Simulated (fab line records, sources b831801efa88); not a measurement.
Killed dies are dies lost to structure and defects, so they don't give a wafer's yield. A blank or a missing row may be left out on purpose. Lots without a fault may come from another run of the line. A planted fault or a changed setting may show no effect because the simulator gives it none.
Which tool did it? | flow sky130 | 13 lots, 39 wafers sampled, at 4 steps of a route of 708

WHAT THE GAUGES READ, wafer by wafer
SKY_PAD_OPEN_BOW_MEAS_13.
lot  | measured     | on            | PAD_OPEN_BOW (um)
L550 | day 46 04:19 | film_metro-01 | 50 59 54
L551 | day 46 08:28 | film_metro-01 | 39 56 58
L552 | day 46 20:17 | film_metro-01 | 59 36 45
L553 | day 47 00:47 | film_metro-02 | 56 41 51
L554 | day 47 04:52 | film_metro-04 | 27 36 19
L559 | day 48 11:44 | film_metro-01 | 48 43 34
L565 | day 49 11:56 | film_metro-01 | 47 51 50
L567 | day 50 01:27 | film_metro-04 | 60 39 51
L568 | day 50 04:25 | film_metro-02 | 50 45 67
L569 | day 50 11:01 | film_metro-01 | 50 43 46
L570 | day 50 16:00 | film_metro-02 | 36 30 43
L572 | day 50 21:27 | film_metro-01 | 52 41 56
L573 | day 51 01:38 | film_metro-01 | 50 50 49

WHICH TOOL RAN EACH LOT (tool, then ch and the chambers of the sampled wafers, then the start)
lot  | SKY_CONTACT_CMP_27            | SKY_METAL2_SPUTTER_02        | SKY_VIA3_CMP_02
L550 | cmp-01 ch 2,3, day 31 22:32   | pvd_sputter-01, day 34 07:46 | cmp-02 ch 1,2, day 38 23:07
L551 | cmp-02 ch 0,1, day 32 06:41   | pvd_sputter-02, day 34 15:56 | cmp-01 ch 0,2, day 39 04:33
L552 | cmp-02 ch 2,3, day 32 23:20   | pvd_sputter-01, day 35 08:50 | cmp-02 ch 0,2,3, day 39 20:44
L553 | cmp-02 ch 1,2,3, day 33 01:49 | pvd_sputter-01, day 35 10:33 | cmp-02 ch 1,2,3, day 40 00:14
L554 | cmp-01 ch 0,3, day 33 04:09   | pvd_sputter-04, day 35 13:25 | cmp-02 ch 2,3, day 40 01:11
L559 | cmp-01 ch 2,3, day 35 03:02   | pvd_sputter-02, day 37 11:49 | cmp-01 ch 0,1,3, day 41 21:30
L565 | cmp-01 ch 0,2, day 36 13:11   | pvd_sputter-02, day 38 20:38 | cmp-01 ch 2,3, day 43 02:10
L567 | cmp-02 ch 1,2,3, day 37 08:10 | pvd_sputter-02, day 39 14:28 | cmp-02 ch 0,1, day 43 19:19
L568 | cmp-01 ch 2,3, day 37 11:44   | pvd_sputter-01, day 39 17:21 | cmp-02 ch 0,2,3, day 43 22:49
L569 | cmp-02 ch 0,1,3, day 37 21:59 | pvd_sputter-04, day 40 05:20 | cmp-01 ch 0,3, day 44 07:45
L570 | cmp-01 ch 0,2,3, day 38 05:12 | pvd_sputter-01, day 40 10:00 | cmp-02 ch 1,2, day 44 13:53
L572 | cmp-02 ch 1,2,3, day 38 15:23 | pvd_sputter-02, day 40 20:49 | cmp-02 ch 0,1,2, day 44 22:20
L573 | cmp-01 ch 0,2,3, day 38 22:45 | pvd_sputter-02, day 41 03:46 | cmp-01 ch 0,3, day 45 06:11
- SKY_CONTACT_CMP_27: polishes, stops on SiO2, t overpolish 15 s, target thk 0 nm.
- SKY_METAL2_SPUTTER_02: material AlCu, target thk 250 nm, time 13.3 s.
- SKY_VIA3_CMP_02: polishes SiO2.

WHAT THE TOOLS THEMSELVES READ (means of the sampled wafers that have a number; where no wafer has one, the mark that the record gives instead)
SKY_CONTACT_CMP_27.
lot  | tool   | motor_current_A (A) | overpolish_run_s (s) | platen_rpm (rpm) | time_to_endpoint_s (s)
L550 | cmp-01 | 12.0                | 14.999               | 59.99            | 80
L551 | cmp-02 | 13.0                | 15.008               | 59.99            | 85
L552 | cmp-02 | 10.4                | 15.001               | 59.96            | 75
L553 | cmp-02 | 10.8                | 14.996               | 59.99            | 76
L554 | cmp-01 | 11.1                | 15.006               | 59.99            | 80
L559 | cmp-01 | 12.3                | 14.996               | 60.00            | 85
L565 | cmp-01 | 11.7                | 14.997               | 60.00            | 81
L567 | cmp-02 | 10.7                | 15.004               | 60.01            | 79
L568 | cmp-01 | 11.7                | 15.002               | 60.00            | 83
L569 | cmp-02 | 12.0                | 14.993               | 59.98            | 80
L570 | cmp-01 | 11.5                | 14.994               | 59.99            | 76
L572 | cmp-02 | 10.6                | 14.998               | 60.02            | 79
L573 | cmp-01 | 12.0                | 14.987               | 59.98            | 83

SKY_METAL2_SPUTTER_02.
lot  | tool           | throttle_valve_pct (%)
L550 | pvd_sputter-01 | 31.6
L551 | pvd_sputter-02 | 30.7
L552 | pvd_sputter-01 | 30.9
L553 | pvd_sputter-01 | 30.8
L554 | pvd_sputter-04 | 29.5
L559 | pvd_sputter-02 | 30.7
L565 | pvd_sputter-02 | 29.5
L567 | pvd_sputter-02 | 29.7
L568 | pvd_sputter-01 | 30.9
L569 | pvd_sputter-04 | 29.8
L570 | pvd_sputter-01 | 30.8
L572 | pvd_sputter-02 | 29.4
L573 | pvd_sputter-02 | 30.2

SKY_VIA3_CMP_02.
lot  | tool   | motor_current_A (A) | platen_rpm (rpm)
L550 | cmp-02 | 12.4                | 60.00
L551 | cmp-01 | 12.7                | 60.00
L552 | cmp-02 | 12.7                | 59.98
L553 | cmp-02 | 12.0                | 60.00
L554 | cmp-02 | 11.8                | 60.03
L559 | cmp-01 | 12.9                | 59.96
L565 | cmp-01 | 12.9                | 60.00
L567 | cmp-02 | 13.2                | 60.00
L568 | cmp-02 | 12.7                | 60.02
L569 | cmp-01 | 12.2                | 60.01
L570 | cmp-02 | 12.6                | 60.01
L572 | cmp-02 | 13.4                | 60.00
L573 | cmp-01 | 12.7                | 59.98

THE ANSWER, worked out from the rows above alone
Rule: what is usual is taken from the lots themselves. Put in order of their means at a reading, lots are off if they are a third of the lots or fewer, leave a main group of 4 or more, and stand apart from it by a gap of 3 or more times the standard deviation of the main group's means; of several such gaps the widest counts. A main group whose means are all the same, to the digits that the tables above print for the reading, isn't used. A lot without any number at a reading at which 4 lots or more have one is off too. The other lots that the step has rows for count as sound. The gauges are gone through in route order, then the tools' own readings, and for those a lot's mean is taken as printed above. The first step at which some lot is off is used, and at that step the reading that is off furthest; a lot without a number counts as furthest.
No lot is off at any reading shown: from this, nothing can be told.

WHAT THE SIMULATOR HAD PUT IN
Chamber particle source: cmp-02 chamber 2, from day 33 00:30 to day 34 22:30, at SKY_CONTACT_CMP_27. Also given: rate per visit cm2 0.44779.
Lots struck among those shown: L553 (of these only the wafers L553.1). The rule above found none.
